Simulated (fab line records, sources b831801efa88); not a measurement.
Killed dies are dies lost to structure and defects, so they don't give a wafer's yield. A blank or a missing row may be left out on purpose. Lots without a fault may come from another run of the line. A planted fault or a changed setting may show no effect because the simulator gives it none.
fab line records | flow gf180mcu
record lots=13 wafers=39 last_day=34
route steps=602 shown STI@13 MVSD@75 VT_IMPLANT@97 V1@351
lots that met no fault: from a run of the same line without faults
start_h: hours from the record's first day to the start of the lot's first wafer shown | wait_h: hours since the lot's step before | " the same as in the row above | L1.1+2: a row that stands for several wafers | - no value, or no start given | * or withheld: withheld | < > ~ a bound
route shown NAME@n: a module of which the file shows steps, and the number in the route of the first | usual: mean/standard deviation of fault-free wafers | same: alike in all rows | chamber/n: place in a boat | sites: the reading at each site | _std_site: their standard deviation | _edge_site: outer sites' mean less inner sites' | radius_mm: how far each site lies from the wafer's centre | mask NAME#n: copy n | behind: the tool/chamber that last shaped the wafer | hold: why the lot was held/for how many hours/how that ended | device: the transistor (n, p or np) that didn't switch | end of line: the same wafers' tests at the end of the route | a step without rows: its recipe alone | killed: dies lost to structure and defects at the first sort, not the wafer's yield | map: a wafer's dies, x killed, . not, _ none there
set.NAME: the setting as run; set.NAME@STEP: as run at that earlier step | model.NAME: the simulator's own value behind a step, which no gauge read
steps of the route over a sample of lots; a table a step, a row a wafer
services: from which hour (start_h, from the record's first day; less than 0 if before it) a tool's chamber was out of use, for how many hours, and why
## steps
# step GF_STI_CD_MEAS_12
# recipe target_cd_nm=220
# usual cd_nm=220.2/0.99
# columns lot.wafer tool chamber start_h wait_h cd_nm
L130.4 cd_sem-01 - 29.87 0.1 220.5
L130.5 " - " " 218.6
L130.6 " - " " 219.1
L131.1 cd_sem-02 - 34.96 0.1 222.6
L131.2 " - " " 222.1
L131.6 " - " " 222.9
L132.4 cd_sem-01 - 40.42 0.1 220.9
L132.5 " - " " 219.9
L132.6 " - " " 220.0
L133.1 cd_sem-01 - 47.21 0.1 222.3
L133.2 " - " " 221.7
L133.3 " - " " 221.1
L134.2 cd_sem-02 - 51.83 0.1 218.9
L134.3 " - " " 220.7
L134.5 " - " " 219.9
L135.2 cd_sem-01 - 57.62 0.1 220.9
L135.4 " - " " 219.7
L135.6 " - " " 219.1
L136.1 cd_sem-01 - 64.31 0.1 220.8
L136.3 " - " " 220.2
L136.5 " - " " 221.5
L138.1 cd_sem-01 - 71.81 0.1 219.7
L138.3 " - " " 220.4
L138.5 " - " " 221.0
L144.1 cd_sem-02 - 102.71 0.1 219.9
L144.2 " - " " 219.5
L144.3 " - " " 220.5
L149.1 cd_sem-02 - 127.91 0.1 218.8
L149.2 " - " " 220.0
L149.6 " - " " 219.4
L150.1 cd_sem-02 - 133.96 0.1 221.3
L150.4 " - " " 219.7
L150.6 " - " " 220.4
L151.2 cd_sem-02 - 139.03 0.1 220.5
L151.3 " - " " 220.1
L151.5 " - " " 219.5
L152.1 cd_sem-01 - 143.61 0.1 220.1
L152.3 " - " " 219.7
L152.6 " - " " 220.3
# step GF_MVSD_IMPLANT_09
# recipe species=P energy_kev=100 dose_cm2=5e+12 tilt_deg=0
# usual dose_ions_cm2=4.999e+12/5.4e+09 faraday_current_uA=28.2/0.55
# columns lot.wafer tool chamber start_h wait_h dose_ions_cm2 faraday_current_uA
L130.4 implanter-03 0 88.10 0.1 5.005e+12 27.7
L130.5 " 0 " " 5.006e+12 27.9
L130.6 " 0 " " 5.002e+12 27.9
L131.1 implanter-03 0 93.19 0.1 4.998e+12 28.0
L131.2 " 0 " " 4.999e+12 27.8
L131.6 " 0 " " 5.007e+12 28.2
L132.4 implanter-01 0 106.77 0.1 5.004e+12 28.7
L132.5 " 0 " " 5.002e+12 28.6
L132.6 " 0 " " 4.999e+12 28.2
L133.1 implanter-01 0 109.50 0.1 5e+12 29.1
L133.2 " 0 " " 5.002e+12 28.4
L133.3 " 0 " " 5.009e+12 29.2
L134.2 implanter-03 0 113.77 0.1 5.001e+12 28.6
L134.3 " 0 " " 4.986e+12 27.7
L134.5 " 0 " " 4.993e+12 28.9
L135.2 implanter-03 0 121.87 0.1 5.001e+12 28.1
L135.4 " 0 " " 4.999e+12 28.0
L135.6 " 0 " " 5.005e+12 27.8
L136.1 implanter-03 0 125.74 0.1 4.997e+12 28.8
L136.3 " 0 " " 5.005e+12 28.7
L136.5 " 0 " " 5.007e+12 29.3
L138.1 implanter-03 0 134.19 0.1 5.002e+12 27.6
L138.3 " 0 " " 5.001e+12 27.3
L138.5 " 0 " " 4.997e+12 28.0
L144.1 implanter-04 0 169.99 0.1 5.001e+12 27.9
L144.2 " 0 " " 4.995e+12 27.6
L144.3 " 0 " " 5.009e+12 28.4
L149.1 implanter-01 0 197.49 0.1 7.476e+12 43.9
L149.2 " 0 " " 7.48e+12 42.3
L149.6 " 0 " " 7.477e+12 42.8
L150.1 implanter-01 0 205.04 0.1 7.494e+12 44.4
L150.4 " 0 " " 7.483e+12 40.5
L150.6 " 0 " " 7.489e+12 43.1
L151.2 implanter-04 0 208.87 0.1 4.999e+12 28.7
L151.3 " 0 " " 4.992e+12 27.8
L151.5 " 0 " " 5.004e+12 27.2
L152.1 implanter-03 0 215.59 0.1 5.002e+12 28.7
L152.3 " 0 " " 4.995e+12 27.1
L152.6 " 0 " " 4.992e+12 28.2
# step GF_VT_IMPLANT_OVL_MEAS_07
# usual VT_IMPLANT_OVL=-0.1/1.2
# columns lot.wafer tool chamber start_h wait_h VT_IMPLANT_OVL[nm]
L130.4 overlay-02 - 116.62 0.1 -0.5
L130.5 " - " " -0.4
L130.6 " - " " 1.2
L131.1 overlay-01 - 122.91 0.1 0.0
L131.2 " - " " -0.3
L131.6 " - " " 0.8
L132.4 overlay-02 - 136.83 0.1 -0.7
L132.5 " - " " -0.3
L132.6 " - " " -0.6
L133.1 overlay-02 - 139.56 0.1 -1.6
L133.2 " - " " 0.3
L133.3 " - " " 0.9
L134.2 overlay-02 - 143.62 0.1 0.1
L134.3 " - " " 0.3
L134.5 " - " " -1.4
L135.2 overlay-02 - 152.91 0.1 1.2
L135.4 " - " " 1.6
L135.6 " - " " 1.0
L136.1 overlay-02 - 156.36 0.1 -2.5
L136.3 " - " " -0.3
L136.5 " - " " -1.6
L138.1 overlay-01 - 164.96 0.1 0.4
L138.3 " - " " 0.8
L138.5 " - " " 2.8
L144.1 overlay-02 - 202.95 0.1 -1.7
L144.2 " - " " 1.1
L144.3 " - " " -0.7
L149.1 overlay-02 - 232.70 0.1 -1.7
L149.2 " - " " -0.5
L149.6 " - " " -0.5
L150.1 overlay-02 - 241.15 0.1 -0.1
L150.4 " - " " -2.1
L150.6 " - " " 0.1
L151.2 overlay-02 - 244.81 0.1 -0.7
L151.3 " - " " 0.7
L151.5 " - " " 1.4
L152.1 overlay-01 - 252.15 0.1 -0.9
L152.3 " - " " 1.7
L152.6 " - " " 1.8
# step GF_VT_IMPLANT_RS_MEAS_46
# recipe thk_meas_gauge=four-point-probe
# usual MVSD_RS=457.7/1.5
# columns lot.wafer tool chamber start_h wait_h MVSD_RS[ohm/sq]
L130.4 film_metro-01 - 163.91 0.1 458.5
L130.5 " - " " 458.2
L130.6 " - " " 459.2
L131.1 film_metro-04 - 170.20 0.1 458.1
L131.2 " - " " 458.6
L131.6 " - " " 458.0
L132.4 film_metro-04 - 185.31 0.1 457.1
L132.5 " - " " 457.4
L132.6 " - " " 458.2
L133.1 film_metro-03 - 188.60 0.1 456.7
L133.2 " - " " 457.3
L133.3 " - " " 456.5
L134.2 film_metro-04 - 193.32 0.2 456.7
L134.3 " - " " 457.7
L134.5 " - " " 459.6
L135.2 film_metro-01 - 203.32 0.1 459.0
L135.4 " - " " 460.1
L135.6 " - " " 460.8
L136.1 film_metro-03 - 207.15 0.1 456.4
L136.3 " - " " 457.4
L136.5 " - " " 455.6
L138.1 film_metro-03 - 216.45 0.2 456.5
L138.3 " - " " 455.6
L138.5 " - " " 456.1
L144.1 film_metro-01 - 257.40 0.1 459.4
L144.2 " - " " 458.3
L144.3 " - " " 459.4
L149.1 film_metro-04 - 290.54 0.1 429.1
L149.2 " - " " 427.9
L149.6 " - " " 427.6
L150.1 film_metro-04 - 300.10 0.1 427.3
L150.4 " - " " 426.6
L150.6 " - " " 426.9
L151.2 film_metro-01 - 303.67 0.1 459.0
L151.3 " - " " 458.3
L151.5 " - " " 457.6
L152.1 film_metro-01 - 311.60 0.1 458.8
L152.3 " - " " 457.4
L152.6 " - " " 458.7
# step GF_V1_ETCH_16
# recipe chemistry=N2/H2 target_depth_a=withheld overetch_a=withheld time_s=withheld target=BARC ion_energy_ev=200 source_w=500 bias_w=96.58 pressure_mtorr=30 n2_flow_sccm=100 h2_flow_sccm=200
# usual drypump_motor_current_A=5.5/0.47 oes_product_au=0.854/0.0049 throttle_valve_pct=13.224/0.0091
# columns lot.wafer tool chamber start_h wait_h drypump_motor_current_A oes_product_au throttle_valve_pct
L130.4 rie_diel-04 3 414.71 0.0 5.9 0.851 13.230
L130.5 " 1 " " 6.4 0.854 13.225
L130.6 " 0 " " 6.2 0.852 13.231
L131.1 rie_diel-04 3 430.51 0.0 5.9 0.852 13.227
L131.2 " 1 " " 6.4 0.849 13.221
L131.6 " 1 " " 6.4 0.849 13.225
L132.4 rie_diel-04 2 448.86 0.0 5.5 0.854 13.217
L132.5 " 1 " " 6.4 0.852 13.236
L132.6 " 0 " " 6.2 0.853 13.231
L133.1 rie_diel-04 3 454.41 0.0 6.0 0.855 13.219
L133.2 " 0 " " 6.2 0.860 13.215
L133.3 " 1 " " 6.4 0.845 13.226
L134.2 rie_diel-03 1 463.46 0.0 5.4 0.847 13.230
L134.3 " 3 " " 5.5 0.844 13.226
L134.5 " 3 " " 5.5 0.849 13.236
L135.2 rie_diel-03 1 470.11 0.0 5.4 0.852 13.226
L135.4 " 2 " " 5.0 0.863 13.237
L135.6 " 0 " " 5.6 0.854 13.217
L136.1 rie_diel-04 3 479.11 0.0 5.9 0.854 13.215
L136.3 " 1 " " 6.4 0.858 13.226
L136.5 " 1 " " 6.4 0.853 13.214
L138.1 rie_diel-04 0 491.71 0.0 6.1 0.856 13.219
L138.3 " 1 " " 6.4 0.855 13.223
L138.5 " 0 " " 6.1 0.857 13.215
L144.1 rie_diel-01 1 545.36 0.0 5.4 0.854 13.227
L144.2 " 2 " " 5.3 0.848 13.232
L144.3 " 3 " " 4.9 0.858 13.222
L149.1 rie_diel-01 3 578.86 0.0 4.8 0.854 13.219
L149.2 " 2 " " 5.3 0.852 13.215
L149.6 " 3 " " 4.9 0.856 13.222
L150.1 rie_diel-04 2 591.71 0.0 5.5 0.850 13.232
L150.4 " 0 " " 6.1 0.866 13.229
L150.6 " 3 " " 5.9 0.854 13.240
L151.2 rie_diel-01 2 592.36 0.0 5.3 0.847 13.225
L151.3 " 3 " " 4.9 0.852 13.217
L151.5 " 3 " " 4.8 0.859 13.231
L152.1 rie_diel-01 3 600.31 0.0 4.9 0.854 13.205
L152.3 " 2 " " 5.3 0.855 13.222
L152.6 " 3 " " 4.9 0.864 13.237
## services
# columns tool chamber start_h hours kind
rie_diel-04 - 102.93 2.8 pm
rie_diel-03 1 108.58 7.5 repair
implanter-01 - 123.95 5.6 repair
rie_diel-04 1 161.11 1.3 repair
implanter-03 - 184.39 4.2 pm
rie_diel-01 2 186.43 5.3 repair
rie_diel-01 3 216.30 7.1 repair
implanter-03 - 237.61 3.5 pm
rie_diel-04 0 264.99 7.9 repair
rie_diel-01 0 271.98 14.5 repair
rie_diel-04 1 289.15 6.2 repair
implanter-03 - 327.04 2.6 pm
rie_diel-04 - 381.39 0.5 repair
rie_diel-01 1 391.42 3.5 repair
rie_diel-01 - 400.30 0.2 repair
implanter-03 - 406.97 23.2 pm
implanter-03 - 443.69 1.6 repair
implanter-03 - 467.57 0.7 repair
rie_diel-01 2 482.70 14.0 repair
implanter-01 - 487.56 4.0 repair
implanter-03 - 505.16 1.4 repair
implanter-01 - 524.87 6.0 pm
rie_diel-04 0 556.69 6.3 repair
rie_diel-04 1 585.87 25.0 repair
## key
first_sign step=GF_MVSD_IMPLANT_09 reading=dose_ions_cm2 direction=up sigmas=99+ usual=4.999e+12 struck=7.483e+12
effect step=GF_MVSD_IMPLANT_09 reading=faraday_current_uA direction=up sigmas=27 usual=28.2 struck=42.8
effect step=GF_VT_IMPLANT_RS_MEAS_46 reading=MVSD_RS direction=down sigmas=20 usual=457.7 struck=427.6
met_at GF_MVSD_IMPLANT_09
struck_lots L149,L150
tester_left_out L149,L150
not_acting_at GF_STI_CD_MEAS_12,GF_VT_IMPLANT_OVL_MEAS_07,GF_V1_ETCH_16
onset_between 109.50 197.49
fault kind=process_parameter_drift tool=implanter-01 chamber=- onset_h=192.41 steps=GF_MVSD_IMPLANT_09 channel=dose_cm2 offset=2.4851e+12 shape=step end_h=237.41 acts_in=these_recipes_only stated=5e+12
# tester_left_out: of these lots the tester's yield and bins aren't shown, on N5 and GAA mostly nor the transistor test; their killed dies are dies lost to structure and defects alone, not to doping, threshold or leakage, so they don't give the yield
